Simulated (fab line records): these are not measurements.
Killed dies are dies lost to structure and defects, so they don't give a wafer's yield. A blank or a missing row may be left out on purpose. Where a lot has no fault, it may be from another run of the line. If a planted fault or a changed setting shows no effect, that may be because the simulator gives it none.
A struck lot beside a sound one + flow gf180mcu + 19 out of 602 route steps
Sound: these wafers, L796.4, L796.5, L796.6. Wafers L802.1, L802.4, L802.6 were the ones struck. The cause is named last.
Each step with rows lists, per side, the tool, then ch with its chambers, then its first start. Under that, the readings that differ: sound wafers + struck wafers + difference of the means + sigmas: that difference in standard deviations of wafers without a fault.
alike: words and numbers the same on both sides, and readings whose means are apart by under 2 such deviations; not compared: readings that were withheld, readings missing a value for some wafer, numbers with overlapping values and no deviation given by the record, and bounds like >300 which may hide the same value.
The two part at a step that has a row with sigmas, a row that says differs or no value, or rows on one side only. Numbers that don't overlap but have no deviation are shown without sigmas and don't part them. A reading missing from all wafers of one side parts the sides only when that side holds two or more wafers.

first, 4 steps without rows for these wafers: GF_NSD_SOFTBAKE_03 (time 60 s); GF_NSD_EXPOSE_04 (exposes mask Nplus, target cd 400 nm); GF_NSD_PEB_05; GF_NSD_DEVELOP_06 (develop time 60 s).
GF_NSD_CD_MEAS_07 targets a cd of 400 nm.
  struck on cd_sem-01, day 18 01:22; sound on cd_sem-01, day 16 17:43
| reading    | sound             | struck            | difference | sigmas |
|------------|-------------------|-------------------|------------|--------|
| cd_nm (nm) | 396.5 396.5 398.9 | 400.8 403.4 402.3 | +4.9       | +2     |
GF_NSD_OVL_MEAS_08:
  struck on overlay-02, day 18 01:29; sound on overlay-01, day 16 17:47
  alike: NSD_OVL
then, 2 steps without rows for these wafers: GF_NSD_IMPLANT_09; GF_NSD_IMPLANT_10.
GF_NSD_STRIP_11: strips in O2/N2.
  sound on plasma_asher-03 ch 0,1, day 16 18:08; struck on plasma_asher-03 ch 0,1, day 18 01:49
  alike: drypump_motor_current_A, heater_power_w, oes_product_au, strip_time_to_endpoint_s
  not compared: rf_hours_counter_h
GF_NSD_TW_MEAS_12:
  struck on film_metro-03, day 18 01:55; sound on film_metro-01, day 16 18:14
  alike: NSD_TW
then, 2 steps without rows for these wafers: GF_PSD_DEHYDRATE_00 (time 60 s); GF_PSD_HMDS_01 (prime time 60 s).
GF_PSD_COAT_02: resist thk 1000 nm.
  struck on litho_track-02, day 18 13:50; sound on litho_track-02 ch 0, day 17 04:58
  no value came back on the struck wafers for chill_plate_temp_C (C), dispense_pressure_kPa (kPa); on the sound wafers chill_plate_temp_C (C) reads 22.96 22.85 22.89
then, 4 steps without rows for these wafers: GF_PSD_SOFTBAKE_03 (time 60 s); GF_PSD_EXPOSE_04 (exposes mask Pplus, target cd 400 nm); GF_PSD_PEB_05; GF_PSD_DEVELOP_06 (develop time 60 s).
GF_PSD_CD_MEAS_07 targets a cd of 400 nm.
  struck on cd_sem-01, day 19 01:53; sound on cd_sem-01, day 17 17:08
| reading    | sound             | struck | difference                    | sigmas |
|------------|-------------------|--------|-------------------------------|--------|
| cd_nm (nm) | 397.1 397.9 398.8 | - - -  | no value on the struck wafers |        |
GF_PSD_OVL_MEAS_08:
  struck on overlay-02, day 19 02:01; sound on overlay-01, day 17 17:13
| reading      | sound        | struck | difference                    | sigmas |
|--------------|--------------|--------|-------------------------------|--------|
| PSD_OVL (nm) | 1.7 1.0 -0.4 | - - -  | no value on the struck wafers |        |

## WHERE THEY PART
First at GF_NSD_CD_MEAS_07; last, within this record, at GF_PSD_OVL_MEAS_08.

WHY: whatever the simulator had introduced
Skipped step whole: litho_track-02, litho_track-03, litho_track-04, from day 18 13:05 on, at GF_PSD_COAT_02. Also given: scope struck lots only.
